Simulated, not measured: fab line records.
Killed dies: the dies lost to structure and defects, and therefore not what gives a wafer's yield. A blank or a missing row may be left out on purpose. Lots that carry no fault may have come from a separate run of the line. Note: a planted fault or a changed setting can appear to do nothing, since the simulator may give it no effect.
One fault seen from 2 desks || flow sky130 || each desk holds nothing but its own numbers, with what lay behind them at the end

## TOOL OWNER'S DESK, implanter-01
SKY_LDD_LDN_IMPLANT_09, tool's own readings: per-lot mean of the sampled wafers with a number, covering each lot this tool ran. The brackets show how far a lot's mean lies from the usual mean; more than 4 standard deviations puts the lot out of limits, marked OUT.
Columns: A = beam-energy-keV at SKY_LDD_LDN_IMPLANT_09, usual 14.999; B = dose-ions-cm2 at SKY_LDD_LDN_IMPLANT_09, usual 1.25e+13
{"lot": "L567", "first seen here": "day 24 22:58", "A": "13.811 (-99 or more) OUT", "B": 1.25e+13}
{"lot": "L568", "first seen here": "day 25 10:12", "A": "13.808 (-99 or more) OUT", "B": 1.25e+13}
{"lot": "L580", "first seen here": "day 29 12:11", "A": 15.005, "B": 1.25e+13}
This desk's verdict: out of limits on L567, L568, starting with L567 at day 24 22:58 (beam-energy-keV at SKY_LDD_LDN_IMPLANT_09). In limits: L580.

## FROM THE METROLOGY DESK
Lot by lot, what the gauges showed, no matter which tool ran the lot: averages of those sampled wafers that carry a number. The brackets show how far a lot's mean lies from the usual mean; more than 4 standard deviations puts the lot out of limits, marked OUT.
Columns: A = LDD_HVP_TW at SKY_LDD_HVP_TW_MEAS_10, usual 453; B = LDD_LDN_OVL at SKY_LDD_LDN_OVL_MEAS_07, usual -0.5 nm
{"lot": "L563", "first seen here": "day 22 12:49", "A": 456, "B": -0.5}
{"lot": "L567", "first seen here": "day 23 17:18", "A": 457, "B": -0.1}
{"lot": "L568", "first seen here": "day 24 04:14", "A": 455, "B": -1.2}
{"lot": "L580", "first seen here": "day 28 08:02", "A": 456, "B": -1.2}
{"lot": "L579", "first seen here": "day 28 08:11", "A": 457, "B": -0.6}
{"lot": "L584", "first seen here": "day 29 19:17", "A": 449, "B": -1.5}
This desk's finding: nothing out of limits on any of the 6 lots.

## PUT TOGETHER
At day 24 22:58, on L567, L568, the tool owner's desk was in a position to raise an alarm.
At the metrology desk, nothing out of limits was observed.
The metrology desk holds a record of L567, L568, inside its limits.
Of the lots named, all ran SKY_LDD_LDN_IMPLANT_09 on implanter-01.

## WHAT THE SIMULATOR HAD INSERTED
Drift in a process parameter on implanter-01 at SKY_LDD_LDN_IMPLANT_09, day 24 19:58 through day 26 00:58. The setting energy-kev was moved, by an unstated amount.
Shown lots that were struck: L567, L568.
How many hours passed from the start of the fault until each desk's first out-of-limits reading: the tool owner's desk, 3.
